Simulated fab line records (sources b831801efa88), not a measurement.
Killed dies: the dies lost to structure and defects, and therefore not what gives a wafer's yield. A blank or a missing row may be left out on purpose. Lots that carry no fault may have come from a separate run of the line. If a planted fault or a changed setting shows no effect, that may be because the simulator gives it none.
Which of the tools did it? || flow sfq line || 14 lots (41 wafers sampled), 1 step of a 325-step route

== WHAT EACH GAUGE READ, for each wafer ==
The record lacks any reading of a measuring or inspecting step that a usual standard deviation could be used to judge.

== WHAT TOOL EACH LOT RAN ON (gives the tool, then ch and the chambers of the sampled wafers, and finally the start) ==
{"lot": "L208", "SFQ_TRILAYER_I6_VIA_ETCH_VIA_ETCH_172": "rie diel-04 ch 0,3, day 77 00:34"}
{"lot": "L210", "SFQ_TRILAYER_I6_VIA_ETCH_VIA_ETCH_172": "rie diel-04 ch 0,1,3, day 78 11:53"}
{"lot": "L211", "SFQ_TRILAYER_I6_VIA_ETCH_VIA_ETCH_172": "rie diel-02 ch 1,2,3, day 78 15:29"}
{"lot": "L213", "SFQ_TRILAYER_I6_VIA_ETCH_VIA_ETCH_172": "rie diel-04 ch 2,3, day 79 07:05"}
{"lot": "L215", "SFQ_TRILAYER_I6_VIA_ETCH_VIA_ETCH_172": "rie diel-03 ch 0,3, day 80 03:29"}
{"lot": "L219", "SFQ_TRILAYER_I6_VIA_ETCH_VIA_ETCH_172": "rie diel-04 ch 1,2, day 80 16:22"}
{"lot": "L221", "SFQ_TRILAYER_I6_VIA_ETCH_VIA_ETCH_172": "rie diel-04 ch 0,1,3, day 81 12:37"}
{"lot": "L223", "SFQ_TRILAYER_I6_VIA_ETCH_VIA_ETCH_172": "rie diel-03 ch 0,1,3, day 82 00:23"}
{"lot": "L225", "SFQ_TRILAYER_I6_VIA_ETCH_VIA_ETCH_172": "rie diel-03 ch 1,3, day 82 15:59"}
{"lot": "L226", "SFQ_TRILAYER_I6_VIA_ETCH_VIA_ETCH_172": "rie diel-02 ch 0,2,3, day 83 08:25"}
{"lot": "L227", "SFQ_TRILAYER_I6_VIA_ETCH_VIA_ETCH_172": "rie diel-02 ch 1,3, day 84 03:32"}
{"lot": "L228", "SFQ_TRILAYER_I6_VIA_ETCH_VIA_ETCH_172": "rie diel-02 ch 2,3, day 84 09:32"}
{"lot": "L229", "SFQ_TRILAYER_I6_VIA_ETCH_VIA_ETCH_172": "rie diel-02 ch 1,3, day 88 05:40"}
{"lot": "L230", "SFQ_TRILAYER_I6_VIA_ETCH_VIA_ETCH_172": "rie diel-03 ch 0,1,2, day 89 02:11"}
- SFQ_TRILAYER_I6_VIA_ETCH_VIA_ETCH_172: etches SiO2 in CHF3, stops on Nb, target depth 260 nm.

== WHAT THE TOOLS THEMSELVES READ (means of the sampled wafers that have a number; where no wafer has one, the mark that the record gives instead) ==
SFQ_TRILAYER_I6_VIA_ETCH_VIA_ETCH_172.
{"lot": "L208", "tool": "rie diel-04", "bias w (W)": 79.84, "drypump motor current A (A)": 5.7, "oes product au (a.u.)": 0.856, "rf fwd power W (W)": 497.0}
{"lot": "L210", "tool": "rie diel-04", "bias w (W)": 80.15, "drypump motor current A (A)": 5.6, "oes product au (a.u.)": 0.852, "rf fwd power W (W)": 497.4}
{"lot": "L211", "tool": "rie diel-02", "bias w (W)": 80.01, "drypump motor current A (A)": 6.1, "oes product au (a.u.)": 0.854, "rf fwd power W (W)": 499.1}
{"lot": "L213", "tool": "rie diel-04", "bias w (W)": 79.98, "drypump motor current A (A)": 6.0, "oes product au (a.u.)": 0.859, "rf fwd power W (W)": 498.2}
{"lot": "L215", "tool": "rie diel-03", "bias w (W)": 79.96, "drypump motor current A (A)": 6.3, "oes product au (a.u.)": 0.854, "rf fwd power W (W)": 497.1}
{"lot": "L219", "tool": "rie diel-04", "bias w (W)": 84.30, "drypump motor current A (A)": 5.8, "oes product au (a.u.)": 0.856, "rf fwd power W (W)": 498.2}
{"lot": "L221", "tool": "rie diel-04", "bias w (W)": 84.53, "drypump motor current A (A)": 5.6, "oes product au (a.u.)": 0.854, "rf fwd power W (W)": 499.1}
{"lot": "L223", "tool": "rie diel-03", "bias w (W)": 80.46, "drypump motor current A (A)": 6.0, "oes product au (a.u.)": 0.858, "rf fwd power W (W)": 498.9}
{"lot": "L225", "tool": "rie diel-03", "bias w (W)": 79.87, "drypump motor current A (A)": 5.7, "oes product au (a.u.)": 0.855, "rf fwd power W (W)": 498.6}
{"lot": "L226", "tool": "rie diel-02", "bias w (W)": 80.11, "drypump motor current A (A)": 6.2, "oes product au (a.u.)": 0.853, "rf fwd power W (W)": 497.4}
{"lot": "L227", "tool": "rie diel-02", "bias w (W)": 79.69, "drypump motor current A (A)": 5.9, "oes product au (a.u.)": 0.862, "rf fwd power W (W)": 498.5}
{"lot": "L228", "tool": "rie diel-02", "bias w (W)": 80.25, "drypump motor current A (A)": 6.3, "oes product au (a.u.)": 0.848, "rf fwd power W (W)": 497.6}
{"lot": "L229", "tool": "rie diel-02", "bias w (W)": 80.19, "drypump motor current A (A)": 6.2, "oes product au (a.u.)": 0.853, "rf fwd power W (W)": 497.1}
{"lot": "L230", "tool": "rie diel-03", "bias w (W)": 79.87, "drypump motor current A (A)": 6.1, "oes product au (a.u.)": 0.850, "rf fwd power W (W)": 496.3}

== THE ANSWER, worked out from the rows above alone ==
Rule: usual is defined by the lots themselves. Put in order of their means at a reading, lots are off if they are a third of the lots or fewer, leave a main group of 4 or more, and stand apart from it by a gap of 3 or more times the standard deviation of the main group's means; of several such gaps the widest counts. A main group whose means are all the same, to the digits that the tables above print for the reading, isn't used. Also off: a lot with no number at a reading for which 4 or more lots have one. Where the step has rows for the other lots, those lots are counted as sound. The gauges are gone through in route order, then the tools' own readings, and for those a lot's mean is taken as printed above. The first step at which some lot is off is used, and at that step the reading that is off furthest; a lot without a number counts as furthest.
Off: L219, L221 (SFQ_TRILAYER_I6_VIA_ETCH_VIA_ETCH_172, bias w). Main group: mean 80.03 W, sd 0.2.
A tool fits if, at that step or a process step before it, it ran every lot that is off, and no sound lot after the first of them. One fits: SFQ_TRILAYER_I6_VIA_ETCH_VIA_ETCH_172 on rie diel-04. Its last sound lot is L213 (day 79 07:05), its first lot that is off L219 (day 80 16:22): a fault that began between those two fits.
On the lots that are off, the tool's own readings at SFQ_TRILAYER_I6_VIA_ETCH_VIA_ETCH_172 differ by more than 5 times the standard deviation of the sound lots' means, which bears it out; bias w reads 84.41 W there versus 80.03 W on the sound lots.

== WHAT THE SIMULATOR PUT IN ==
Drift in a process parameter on rie diel-04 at SFQ_TRILAYER_I6_VIA_ETCH_VIA_ETCH_172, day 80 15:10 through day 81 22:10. From 80, the setting bias w moved by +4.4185. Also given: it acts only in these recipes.
Struck lots among those shown: L219, L221. The same result came from the rule above.
